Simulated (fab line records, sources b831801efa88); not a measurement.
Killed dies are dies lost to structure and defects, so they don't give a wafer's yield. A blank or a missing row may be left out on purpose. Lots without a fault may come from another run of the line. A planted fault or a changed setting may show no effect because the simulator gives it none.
Problem report in the 8D (eight disciplines) form, filled by code | flow gf180mcu | the parts of the form that need people (team, actions taken, sign-off) are left out

1. THE PROBLEM
PASSIVATION_CVD_00_THK at GF_PASSIVATION_THK_MEAS_01 reads a mean of 720 nm on 2 wafers of 2 lots; wafers without a fault read 999 nm with a standard deviation of 13. That is -22 standard deviations from the usual mean.
First seen on wafer L761.6, day 32 21:10, on film_metro-02. The record holds 36 wafers of 12 lots with a number at this step. Rule for "out", or "out of limits": more than 4 standard deviations from the usual mean. The other wafers with a number count as sound.

2. WHAT IT IS AND WHAT IT IS NOT
question                    | is                           | is not
which readings at this step | PASSIVATION_CVD_00_THK       | -
which lots                  | L761, L765                   | L747, L748, L751, L752, L753, L754, L755, L768, L769, L770
which wafers of those lots  | L761.6, L765.6               | L761.4, L761.5, L765.2, L765.4
read on which gauges        | film_metro-01, film_metro-02 | film_metro-04
when                        | from day 32 21:10            | up to then (23 sound wafers); but 11 sound wafers of L765, L768, L769, L770 came after

3. SUSPECTS, AND WHAT RULES EACH OUT
Counting: a tool at a process step up to the reading stays a suspect if it ran every lot that is out. Sound lots after the first of them don't rule it out here, since some wafers of a struck lot are sound.
- the gauge at GF_PASSIVATION_THK_MEAS_01: ruled out. The wafers that are out were read on 2 gauges (film_metro-01, film_metro-02).
- pvd_sputter-03 at GF_MIM_SPUTTER_04 (material TiN, target thk 50 nm, time 41.7 s): kept. It ran every lot that is out, first L761 (day 29 18:05); its last sound lot up to then is L752 (day 26 12:43).
- pecvd-01 at GF_PASSIVATION_CVD_00 (deposits SiO2 from TEOS, target thk 1000 nm, time 111.95 s): kept. It ran every lot that is out, first L761 (day 32 21:06); its last sound lot up to then is L755 (day 30 14:10).
Left after counting: pvd_sputter-03 at GF_MIM_SPUTTER_04, pecvd-01 at GF_PASSIVATION_CVD_00.

4. THE CAUSE (what the simulator had put in)
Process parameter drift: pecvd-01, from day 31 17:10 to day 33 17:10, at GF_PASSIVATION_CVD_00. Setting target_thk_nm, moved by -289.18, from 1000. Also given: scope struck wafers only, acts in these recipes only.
Counting left 2 suspects, and this tool is among them.

5. THE CHAIN OF EFFECTS, in route order
Each row: a reading whose mean over the struck wafers that have a number lies more than 3 standard deviations from the usual. Only readings for which the record gives a usual standard deviation are gone through. hours: the time from each lot's start at the first step in this table that gives one to its start at this step, as a median over the lots. sigmas: the change in usual standard deviations.
hours | step                       | reading                | usual  | on struck wafers | change | sigmas
0     | GF_PASSIVATION_THK_MEAS_01 | PASSIVATION_CVD_00_THK | 999 nm | 720              | -280   | -22

6. WHAT WOULD HAVE CAUGHT IT SOONER
In this record the first reading out of limits at a measuring or inspecting step was taken at day 32 21:10, 28 hours after the fault began at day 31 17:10.
Of the tool readings at GF_PASSIVATION_CVD_00 for which the record gives a usual standard deviation, none was out on any struck wafer, so an alarm limit of 4 standard deviations on them would not have fired.
Of the lots that are out (2), L765 began GF_PASSIVATION_CVD_00 on pecvd-01 after day 32 21:10. A hold on the tool at that time would have spared it.
